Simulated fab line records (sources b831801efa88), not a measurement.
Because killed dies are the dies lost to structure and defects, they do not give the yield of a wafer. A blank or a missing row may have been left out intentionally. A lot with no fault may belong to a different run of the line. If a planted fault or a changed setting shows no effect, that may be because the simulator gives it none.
Which tool was responsible? ; flow gf180mcu ; 35 wafers from 13 lots sampled at 7 of the route's 602 steps

== WHAT THE GAUGES READ, wafer by wafer ==
GF_POLY_GATE_OVL_MEAS_11.
lot;measured;on;POLY_GATE_OVL (nm)
L882;day 9 14:25;overlay-01;-3 8 1
L884;day 10 04:19;overlay-01;-2 8 -1
L887;day 11 14:06;overlay-02;-2 4 1
L889;day 11 16:14;overlay-01;-11 -2 -13
L891;day 12 13:53;overlay-01;0
L892;day 12 18:44;overlay-02;-4
L895;day 13 15:10;overlay-02;9 3 7
L896;day 13 23:22;overlay-02;1 -5 -1
L898;day 14 10:25;overlay-02;8 6 1
L899;day 14 17:26;overlay-02;-1 -4 5
L902;day 15 13:46;overlay-01;11 9 2
L903;day 15 20:13;overlay-02;-9 -10 -6
L904;day 16 03:30;overlay-01;-5 -8 -4

GF_HV_LDD_CD_MEAS_46: target cd 400 nm.
lot;measured;on;cd nm (nm)
L882;day 12 20:35;cd sem-01;401.8 403.0 401.7
L884;day 13 15:17;cd sem-01;402.4 399.2 401.0
L887;day 15 04:32;cd sem-01;396.8 398.3 396.7
L889;day 15 05:41;cd sem-02;397.5 400.8 400.4
L891;day 16 05:49;cd sem-01;-
L892;day 16 10:29;cd sem-01;-
L895;day 17 09:32;cd sem-02;401.2 401.5 399.5
L896;day 17 18:07;cd sem-01;403.6 403.5 402.6
L898;day 18 06:41;cd sem-02;398.1 398.0 399.4
L899;day 18 14:01;cd sem-01;396.9 401.0 399.2
L902;day 19 16:45;cd sem-01;401.4 399.1 399.6
L903;day 20 01:07;cd sem-01;401.2 403.2 400.1
L904;day 20 06:11;cd sem-01;395.7 398.0 397.7

GF_HV_LDD_OVL_MEAS_47.
lot;measured;on;HV_LDD_03_OVL (nm)
L882;day 12 20:41;overlay-01;-0.6 -0.5 0.0
L884;day 13 15:23;overlay-02;0.6 -0.1 0.2
L887;day 15 04:40;overlay-01;0.2 0.8 -0.4
L889;day 15 05:47;overlay-01;-0.9 0.3 -0.2
L891;day 16 05:55;overlay-02;-
L892;day 16 10:32;overlay-01;-
L895;day 17 09:40;overlay-02;-0.4 0.5 0.1
L896;day 17 18:13;overlay-02;-0.3 1.1 -2.5
L898;day 18 06:49;overlay-02;-0.7 0.9 0.0
L899;day 18 14:07;overlay-01;0.3 1.6 1.0
L902;day 19 16:52;overlay-02;0.5 -1.4 -1.1
L903;day 20 01:14;overlay-02;0.7 2.3 3.5
L904;day 20 06:19;overlay-02;-0.7 -0.6 -0.3

GF_HV_LDD_TW_MEAS_50.
lot;measured;on;HV_LDD_4_TW
L882;day 12 20:59;film metro-01;575.8 575.8 577.4
L884;day 13 15:41;film metro-01;570.5 570.4 571.6
L887;day 15 04:57;film metro-04;570.8 571.2 572.1
L889;day 15 06:05;film metro-04;570.6 571.2 569.8
L891;day 16 06:13;film metro-01;29.9 30.0
L892;day 16 10:50;film metro-03;30.2 30.1
L895;day 17 09:56;film metro-03;571.9 572.5 569.4
L896;day 17 18:30;film metro-01;569.5 573.3 571.7
L898;day 18 07:05;film metro-04;568.3 567.2 569.7
L899;day 18 14:24;film metro-03;574.8 574.5 572.2
L902;day 19 17:09;film metro-04;571.9 572.6 568.8
L903;day 20 01:31;film metro-04;569.7 568.4 571.9
L904;day 20 06:35;film metro-01;570.8 574.2 574.2

GF_NSD_OVL_MEAS_08.
lot;measured;on;NSD_OVL (nm)
L882;day 13 19:53;overlay-02;0.7 2.7 1.7
L884;day 14 15:43;overlay-02;2.0 2.5 1.6
L887;day 16 06:21;overlay-01;2.2 0.6 3.0
L889;day 16 08:05;overlay-01;1.8 2.4 1.3
L895;day 18 12:16;overlay-02;3.9 0.9 3.4
L896;day 18 21:04;overlay-02;0.3 -1.6 -0.6
L898;day 19 10:10;overlay-02;0.5 -1.1 1.0
L899;day 19 18:10;overlay-02;0.8 -0.9 -1.9
L902;day 20 20:06;overlay-01;0.7 1.1 3.7
L903;day 21 04:10;overlay-02;-1.9 -0.7 -0.4
L904;day 21 09:47;overlay-01;2.6 0.3 0.0

== TOOL THAT RAN EACH LOT (tool first, then ch and the chambers of the sampled wafers, then the start) ==
lot;GF_HV_LDD_DEVELOP_45;GF_HV_LDD_ETCHBACK_58
L882;litho track-02 ch 0, day 12 20:26;rie diel-03 ch 1,2,3, day 12 23:53
L884;litho track-02 ch 0, day 13 15:08;rie diel-02 ch 1,2,3, day 13 18:33
L887;litho track-04 ch 0, day 15 04:23;rie diel-02 ch 0,3, day 15 08:46
L889;litho track-01 ch 0, day 15 05:33;rie diel-02 ch 0,3, day 15 10:42
L891;litho track-01 ch 0, day 16 05:40;rie diel-03 ch 3, day 16 11:53
L892;litho track-01 ch 0, day 16 10:21;rie diel-03 ch 0, day 16 16:20
L895;litho track-04 ch 0, day 17 09:23;rie diel-01 ch 2,3, day 17 12:49
L896;litho track-04 ch 0, day 17 17:58;rie diel-03 ch 2,3, day 17 21:22
L898;litho track-04 ch 0, day 18 06:32;rie diel-02 ch 0,1,2, day 18 09:58
L899;litho track-04 ch 0, day 18 13:52;rie diel-02 ch 0,1, day 18 17:16
L902;litho track-01 ch 0, day 19 16:36;rie diel-03 ch 0,1,2, day 19 20:01
L903;litho track-02 ch 0, day 20 00:58;rie diel-03 ch 1,2,3, day 20 04:23
L904;litho track-04 ch 0, day 20 06:02;rie diel-01 ch 1,2,3, day 20 09:28
- GF_HV_LDD_DEVELOP_45: develop time 60 s.
- GF_HV_LDD_ETCHBACK_58: etches Si3N4 in CH3F/O2, stops on SiO2, time 100 s, target depth 90 nm.

== AS READ BY THE TOOLS THEMSELVES (means over the sampled wafers that have a number; for cases with no such wafer, the mark the record gives instead) ==
GF_HV_LDD_ETCHBACK_58.
lot;tool;drypump motor current A (A);oes product au (a.u.);throttle valve pct (%)
L882;rie diel-03;5.9;0.840;10.564
L884;rie diel-02;5.4;0.852;10.554
L887;rie diel-02;5.7;0.851;10.569
L889;rie diel-02;5.7;0.843;10.555
L891;rie diel-03;6.4;0.845;10.560
L892;rie diel-03;5.4;0.847;10.571
L895;rie diel-01;5.7;0.844;10.551
L896;rie diel-03;6.2;0.843;10.567
L898;rie diel-02;5.4;0.845;10.558
L899;rie diel-02;5.7;0.840;10.565
L902;rie diel-03;5.6;0.839;10.556
L903;rie diel-03;5.9;0.848;10.559
L904;rie diel-01;5.7;0.839;10.570

== THE ANSWER, worked out from the rows above alone ==
Rule: what is usual is taken from the lots themselves. Put in order of their means at a reading, lots are off if they are a third of the lots or fewer, leave a main group of 4 or more, and stand apart from it by a gap of 3 or more times the standard deviation of the main group's means; of several such gaps the widest counts. The tables above print the reading to a certain number of digits; a main group whose means all agree to those digits is not used. A lot without any number at a reading at which 4 lots or more have one is off too. The other lots that the step has rows for count as sound. After the gauges, taken in route order, come the tools' own readings; for these a lot's mean is taken, as printed above. At the first step where some lot is off, the reading lying furthest off is the one used; lots without a number count as furthest.
Off: L891, L892, at GF_HV_LDD_CD_MEAS_46 (cd nm). Without a number there: L891, L892. For the main group the mean is 400.0 nm and the standard deviation 1.9.
A tool fits if, at a process step before that reading, it ran every lot that is off, and no sound lot after the first of them. Not tried: the gauges at GF_HV_LDD_CD_MEAS_46; whatever is off there is also off at GF_HV_LDD_OVL_MEAS_47, on other tools, and gauge error can't account for it. None of those tried fits.

== WHAT THE SIMULATOR PUT IN ==
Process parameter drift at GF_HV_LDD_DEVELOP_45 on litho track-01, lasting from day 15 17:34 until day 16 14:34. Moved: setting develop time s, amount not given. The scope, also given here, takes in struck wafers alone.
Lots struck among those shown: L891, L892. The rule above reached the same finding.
